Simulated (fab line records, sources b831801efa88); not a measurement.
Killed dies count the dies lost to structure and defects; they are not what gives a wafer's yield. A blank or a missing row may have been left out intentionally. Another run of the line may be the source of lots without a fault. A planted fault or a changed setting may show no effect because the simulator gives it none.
Which of the tools did it? | flow gf180mcu | 6 lots with 18 wafers sampled at 2 steps, on a route of 602 steps

## WHAT THE GAUGES READ, wafer by wafer
GF_V5_OVL_MEAS_15.
lot  | measured     | on         | V5_OVL (nm)
L672 | day 28 17:28 | overlay-01 | 2 2 5
L674 | day 29 12:19 | overlay-01 | 10 13 9
L677 | day 29 23:13 | overlay-02 | 2 3 3
L684 | day 31 22:42 | overlay-02 | 4 4 2
L688 | day 32 19:24 | overlay-02 | 9 3 3
L692 | day 33 20:39 | overlay-02 | 10 5 8

## WHICH TOOL RAN EACH LOT (tool, then ch and the chambers of the sampled wafers, then the start)
lot  | GF_M1_SPUTTER_03
L672 | pvd_sputter-04, day 17 19:31
L674 | pvd_sputter-03, day 18 16:58
L677 | pvd_sputter-02, day 19 08:08
L684 | pvd_sputter-03, day 21 20:47
L688 | pvd_sputter-04, day 23 02:54
L692 | pvd_sputter-04, day 24 10:02
- GF_M1_SPUTTER_03: material Ti, target thk 10 nm, time 6.7 s.

## THE ANSWER, worked out from the rows above alone
Rule: what is usual is taken from the lots themselves. The widest of any qualifying gaps counts: lots, ordered by their means at a reading, are off when they make up no more than a third of the lots, leave a main group of 4 or more, and stand apart from it by 3 or more times the standard deviation of that group's means. If all means in a main group match to the digits the tables above print for the reading, that group is not used. Also off: a lot with no number at a reading for which 4 or more lots have one. Where the step has rows for the other lots, those lots are counted as sound.
Nothing can be told from this: no lot is off at any reading shown.

## WHAT THE SIMULATOR HAD INSERTED
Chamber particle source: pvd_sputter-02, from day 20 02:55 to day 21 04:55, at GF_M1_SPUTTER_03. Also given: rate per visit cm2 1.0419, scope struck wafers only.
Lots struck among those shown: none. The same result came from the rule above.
